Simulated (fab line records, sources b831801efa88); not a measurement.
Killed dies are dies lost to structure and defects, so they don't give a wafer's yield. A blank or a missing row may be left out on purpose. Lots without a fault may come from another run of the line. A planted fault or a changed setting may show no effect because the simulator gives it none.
Tool commonality check | flow gf180mcu | 12 lots, 41 wafers sampled

WHY IT WAS OPENED
At GF_V3_CD_MEAS_14 the reading cd_nm is flagged on 2 of 12 lots. Wafers without a fault read 260.2 nm, standard deviation 1.
Rule: a lot is flagged when every wafer of it that has a number lies more than 4 standard deviations from that mean, or none has a number. The other lots count as sound.

lot  | measured     | on        | cd_nm (nm), wafer by wafer          | flag
L373 | day 22 14:34 | cd_sem-02 | 259.6 260.2 259.7                   |
L375 | day 23 19:50 | cd_sem-01 | 259.5 259.8 260.0                   |
L377 | day 24 09:43 | cd_sem-02 | 260.1 259.6 259.2                   |
L379 | day 25 06:40 | cd_sem-01 | 259.0 258.6 259.9                   |
L382 | day 26 04:35 | cd_sem-01 | 262.0 262.3 261.9                   |
L383 | day 26 11:53 | cd_sem-01 | 260.2 260.9 261.1                   |
L384 | day 26 17:18 | cd_sem-02 | 260.7 259.3 259.8                   |
L386 | day 27 05:44 | cd_sem-01 | 261.8 261.7                         |
L387 | day 27 12:29 | cd_sem-01 | 260.6 259.7 260.6                   |
L394 | day 29 16:13 | cd_sem-02 | 213.8 213.6 213.4 213.6 213.3 213.8 | FLAGGED
L395 | day 30 04:20 | cd_sem-01 | 260.7 260.1 259.8                   |
L396 | day 30 10:30 | cd_sem-01 | 221.4 221.8 221.1 221.0 221.7 221.4 | FLAGGED
The numbers of the flagged lots are 217.5 nm on average: -42.7 nm against the usual, or -43 standard deviations.

WHICH TOOL RAN EACH LOT
The record holds 2 process steps before the reading, out of a route of 602 steps. In each cell: the tool, then ch and the chambers that the sampled wafers went through, then the start.
lot  | flag    | GF_V2_ETCH_16                      | GF_V3_EXPOSE_11
L373 |         | rie_diel-01 ch 1,2, day 20 11:45   | krf_scanner-01 ch 0, day 22 03:33
L375 |         | rie_diel-01 ch 0,2,3, day 21 18:40 | krf_scanner-02 ch 0, day 23 08:30
L377 |         | rie_diel-01 ch 0,1, day 22 08:49   | krf_scanner-01 ch 0, day 23 22:34
L379 |         | rie_diel-04 ch 3, day 23 06:21     | krf_scanner-01 ch 0, day 24 19:44
L382 |         | rie_diel-03 ch 1,2,3, day 24 05:29 | krf_scanner-02 ch 0, day 25 17:36
L383 |         | rie_diel-04 ch 0,2,3, day 24 13:21 | krf_scanner-02 ch 0, day 26 01:32
L384 |         | rie_diel-04 ch 0,2, day 24 19:37   | krf_scanner-02 ch 0, day 26 07:08
L386 |         | rie_diel-01 ch 2,3, day 25 07:53   | krf_scanner-01 ch 0, day 26 19:00
L387 |         | rie_diel-04 ch 0,2, day 25 14:05   | krf_scanner-02 ch 0, day 27 02:33
L394 | FLAGGED | rie_diel-01 ch 0,2, day 27 20:24   | krf_scanner-01 ch 0, day 29 06:50
L395 |         | rie_diel-01 ch 0,1, day 28 08:58   | krf_scanner-02 ch 0, day 29 18:34
L396 | FLAGGED | rie_diel-01 ch 2,3, day 28 17:27   | krf_scanner-01 ch 0, day 30 01:36
What these steps do:
- GF_V2_ETCH_16: etches BARC in N2/H2.
- GF_V3_EXPOSE_11: exposes mask Via3, target cd 260 nm.
- GF_V3_CD_MEAS_14: target cd 260 nm.

FLAGGED OVER TOTAL, TOOL BY TOOL (the gauges that took the reading come last)
step             | tool           | lots run | flagged | share of the flagged lots | sound lots run after its first flagged lot
GF_V2_ETCH_16    | rie_diel-01    | 7        | 2       | all                       | 1 (L395)
GF_V2_ETCH_16    | rie_diel-03    | 1        | 0       | none                      | -
GF_V2_ETCH_16    | rie_diel-04    | 4        | 0       | none                      | -
GF_V3_EXPOSE_11  | krf_scanner-01 | 6        | 2       | all                       | 0
GF_V3_EXPOSE_11  | krf_scanner-02 | 6        | 0       | none                      | -
GF_V3_CD_MEAS_14 | cd_sem-01      | 8        | 1       | some                      | 0
GF_V3_CD_MEAS_14 | cd_sem-02      | 4        | 1       | some                      | 0

WHAT THE TABLE ALLOWS
2 rows of the table ran every flagged lot: rie_diel-01 at GF_V2_ETCH_16, krf_scanner-01 at GF_V3_EXPOSE_11.
- rie_diel-01 at GF_V2_ETCH_16: 2 of its 7 lots flagged. Sound lots ran on it after the first flagged one (L395), which a lasting fault on the whole tool wouldn't allow.
- krf_scanner-01 at GF_V3_EXPOSE_11: 2 of its 6 lots flagged. Its last sound lot is L386 (day 26 19:00), its first flagged lot L394 (day 29 06:50): a fault that began between those two fits. Its own readings lie more than 4 standard deviations out on every wafer of the flagged lots: exposure_dose_mJ_cm2.
One tool is left: krf_scanner-01 at GF_V3_EXPOSE_11.

WHAT THE SIMULATOR HAD PUT IN
Process parameter drift: krf_scanner-01, from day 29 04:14 on, at GF_V3_EXPOSE_11. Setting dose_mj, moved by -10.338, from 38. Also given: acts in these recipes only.
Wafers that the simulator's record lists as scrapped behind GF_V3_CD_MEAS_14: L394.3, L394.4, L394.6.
Lots struck among those shown: L394, L396. The rule above found the same.
